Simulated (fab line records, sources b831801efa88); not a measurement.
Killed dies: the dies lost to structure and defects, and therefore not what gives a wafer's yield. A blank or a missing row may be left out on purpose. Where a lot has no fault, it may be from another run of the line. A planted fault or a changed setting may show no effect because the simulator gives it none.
Chamber matching :: flow sky130 :: 4 sister chambers for SKY_FIELD_ISO_CMP_27 on cmp-02
The step polishes, stops on Si3N4, t overpolish 16 s, target thk 457.8 nm. 18 wafers are shown with their chamber, then 9 later ones without.

== WAFERS WITH THEIR CHAMBER ==
wafer: L288.1
chamber: 0
motorCurrentA (A): 13.3
timeToEndpointS (s): 124
overpolishRunS (s): 16.008

wafer: L288.5
chamber: 1
motorCurrentA (A): 11.2
timeToEndpointS (s): 118
overpolishRunS (s): 15.995

wafer: L288.6
chamber: 0
motorCurrentA (A): 13.4
timeToEndpointS (s): 122
overpolishRunS (s): 16.000

wafer: L292.1
chamber: 3
motorCurrentA (A): 12.9
timeToEndpointS (s): 114
overpolishRunS (s): 16.014

wafer: L292.2
chamber: 1
motorCurrentA (A): 11.2
timeToEndpointS (s): 118
overpolishRunS (s): 16.000

wafer: L292.3
chamber: 0
motorCurrentA (A): 13.4
timeToEndpointS (s): 115
overpolishRunS (s): 15.999

wafer: L297.3
chamber: 2
motorCurrentA (A): 12.0
timeToEndpointS (s): 108
overpolishRunS (s): 16.000

wafer: L297.5
chamber: 2
motorCurrentA (A): 12.0
timeToEndpointS (s): 108
overpolishRunS (s): 16.004

wafer: L297.6
chamber: 3
motorCurrentA (A): 12.9
timeToEndpointS (s): 107
overpolishRunS (s): 15.985

wafer: L299.2
chamber: 2
motorCurrentA (A): 12.3
timeToEndpointS (s): 111
overpolishRunS (s): 16.013

wafer: L299.4
chamber: 0
motorCurrentA (A): 14.3
timeToEndpointS (s): 113
overpolishRunS (s): 15.999

wafer: L299.5
chamber: 2
motorCurrentA (A): 12.4
timeToEndpointS (s): 111
overpolishRunS (s): 16.005

wafer: L301.2
chamber: 3
motorCurrentA (A): 12.3
timeToEndpointS (s): 105
overpolishRunS (s): 16.000

wafer: L301.4
chamber: 0
motorCurrentA (A): 13.9
timeToEndpointS (s): 111
overpolishRunS (s): 16.004

wafer: L301.6
chamber: 0
motorCurrentA (A): 13.4
timeToEndpointS (s): 107
overpolishRunS (s): 15.991

wafer: L304.2
chamber: 2
motorCurrentA (A): 12.0
timeToEndpointS (s): 110
overpolishRunS (s): 15.992

wafer: L304.3
chamber: 3
motorCurrentA (A): 12.9
timeToEndpointS (s): 112
overpolishRunS (s): 16.007

wafer: L304.5
chamber: 0
motorCurrentA (A): 14.0
timeToEndpointS (s): 109
overpolishRunS (s): 15.997

SIGNATURES, as means of the wafers listed above
reading: motorCurrentA
chamber 0: 13.671
chamber 1: 11.200
chamber 2: 12.140
chamber 3: 12.750
scatter within a chamber: 0.309

reading: timeToEndpointS
chamber 0: 114.43
chamber 1: 118.00
chamber 2: 109.60
chamber 3: 109.50
scatter within a chamber: 4.7

reading: overpolishRunS
chamber 0: 15.99971
chamber 1: 15.99750
chamber 2: 16.00280
chamber 3: 16.00150
scatter within a chamber: 0.00793
Rule: for a wafer and a chamber, the distance is found by dividing, reading by reading, the gap between the wafer's reading and the chamber's mean by the reading's scatter, squaring, summing and taking the root. The wafer belongs to the nearest chamber; if the next one is less than 2 further off, it can't be placed. How the scatter is found: for the shown wafers, subtract from each reading the mean of its chamber, square and add these, divide the total by (wafers less chambers), then take the root.

== WAFERS MISSING THEIR CHAMBER ==
wafer: L305.1
motorCurrentA (A): 11.1
timeToEndpointS (s): 107
overpolishRunS (s): 15.997

wafer: L305.2
motorCurrentA (A): 13.3
timeToEndpointS (s): 106
overpolishRunS (s): 15.995

wafer: L305.6
motorCurrentA (A): 13.3
timeToEndpointS (s): 102
overpolishRunS (s): 15.999

wafer: L306.1
motorCurrentA (A): 12.2
timeToEndpointS (s): 107
overpolishRunS (s): 16.008

wafer: L306.2
motorCurrentA (A): 14.4
timeToEndpointS (s): 111
overpolishRunS (s): 15.991

wafer: L306.3
motorCurrentA (A): 11.2
timeToEndpointS (s): 108
overpolishRunS (s): 16.007

wafer: L307.2
motorCurrentA (A): 12.1
timeToEndpointS (s): 110
overpolishRunS (s): 15.990

wafer: L307.3
motorCurrentA (A): 11.6
timeToEndpointS (s): 112
overpolishRunS (s): 16.011

wafer: L307.6
motorCurrentA (A): 11.4
timeToEndpointS (s): 106
overpolishRunS (s): 16.019

== THE CHAMBER EACH PASSED THROUGH ==
wafer: L305.1
from the rows above: can't be placed: 1 or 2
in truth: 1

wafer: L305.2
from the rows above: can't be placed: 3 or 0 or 2
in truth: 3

wafer: L305.6
from the rows above: can't be placed: 3 or 0 or 2
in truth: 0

wafer: L306.1
from the rows above: can't be placed: 2 or 3
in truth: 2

wafer: L306.2
from the rows above: 0
in truth: 0

wafer: L306.3
from the rows above: can't be placed: 1 or 2
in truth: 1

wafer: L307.2
from the rows above: can't be placed: 2 or 3 or 1
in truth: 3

wafer: L307.3
from the rows above: can't be placed: 2 or 1 or 3
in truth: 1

wafer: L307.6
from the rows above: can't be placed: 2 or 1 or 3
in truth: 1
Correctly placed: 1 of 9. Unplaceable from these rows: 8, with the true chamber sitting among the candidates in 8. Wrongly placed: 0.
